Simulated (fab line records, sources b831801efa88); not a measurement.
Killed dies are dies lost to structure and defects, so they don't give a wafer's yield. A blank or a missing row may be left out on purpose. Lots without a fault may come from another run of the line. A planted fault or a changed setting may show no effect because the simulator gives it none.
Which tool did it? | flow sky130 | 11 lots, 33 wafers sampled, at 2 steps of a route of 708

WHAT THE GAUGES READ, wafer by wafer
SKY_SONOS_ONO_OVL_MEAS_14.
lot  | measured     | on         | SONOS_ONO_OVL (nm)
L154 | day 12 23:20 | overlay-02 | 0.5 1.5 1.6
L155 | day 13 04:19 | overlay-02 | -0.3 0.1 -1.4
L158 | day 14 13:01 | overlay-02 | 0.2 1.2 1.5
L159 | day 14 18:56 | overlay-02 | -0.3 0.1 -0.2
L160 | day 15 03:02 | overlay-02 | 1.0 -0.3 0.4
L164 | day 16 04:15 | overlay-02 | 0.9 2.4 2.2
L165 | day 16 23:13 | overlay-02 | 0.1 0.1 -1.1
L167 | day 17 05:38 | overlay-02 | 4.0 3.7 2.7
L172 | day 19 00:42 | overlay-01 | 0.5 0.4 0.9
L175 | day 20 03:32 | overlay-02 | 1.9 2.4 2.0
L176 | day 20 09:39 | overlay-02 | 0.4 0.2 0.0

SKY_GATE_OXIDE_THK_MEAS_02.
lot  | measured     | on            | GATE_OXIDE_OXIDATION_00_THK (nm)
L154 | day 13 04:47 | film_metro-02 | 10.44 10.53 10.56
L155 | day 13 10:10 | film_metro-04 | 10.38 10.46 10.35
L158 | day 14 16:03 | film_metro-04 | 10.38 10.42 10.29
L159 | day 14 21:17 | film_metro-02 | 10.14 10.07 10.05
L160 | day 15 05:52 | film_metro-02 | 10.10 9.96 10.03
L164 | day 16 06:47 | film_metro-02 | 10.40 10.35 10.46
L165 | day 17 02:17 | film_metro-02 | 10.34 10.57 10.23
L167 | day 17 09:02 | film_metro-02 | 10.02 9.84 9.88
L172 | day 19 04:45 | film_metro-04 | 10.24 10.24 10.25
L175 | day 20 05:19 | film_metro-03 | 10.50 10.55 10.73
L176 | day 20 11:25 | film_metro-03 | 10.45 10.44 10.56

WHICH TOOL RAN EACH LOT (tool, then ch and the chambers of the sampled wafers, then the start)
The record holds no process step before these readings.

WHAT THE TOOLS THEMSELVES READ (means of the sampled wafers that have a number; where no wafer has one, the mark that the record gives instead)
The record holds no such reading with a usual standard deviation.

THE ANSWER, worked out from the rows above alone
Rule: what is usual is taken from the lots themselves. Put in order of their means at a reading, lots are off if they are a third of the lots or fewer, leave a main group of 4 or more, and stand apart from it by a gap of 3 or more times the standard deviation of the main group's means; of several such gaps the widest counts. A main group whose means are all the same, to the digits that the tables above print for the reading, isn't used. A lot without any number at a reading at which 4 lots or more have one is off too. The other lots that the step has rows for count as sound. The gauges are gone through in route order, then the tools' own readings, and for those a lot's mean is taken as printed above. The first step at which some lot is off is used, and at that step the reading that is off furthest; a lot without a number counts as furthest.
No lot is off at any reading shown: from this, nothing can be told.

WHAT THE SIMULATOR HAD PUT IN
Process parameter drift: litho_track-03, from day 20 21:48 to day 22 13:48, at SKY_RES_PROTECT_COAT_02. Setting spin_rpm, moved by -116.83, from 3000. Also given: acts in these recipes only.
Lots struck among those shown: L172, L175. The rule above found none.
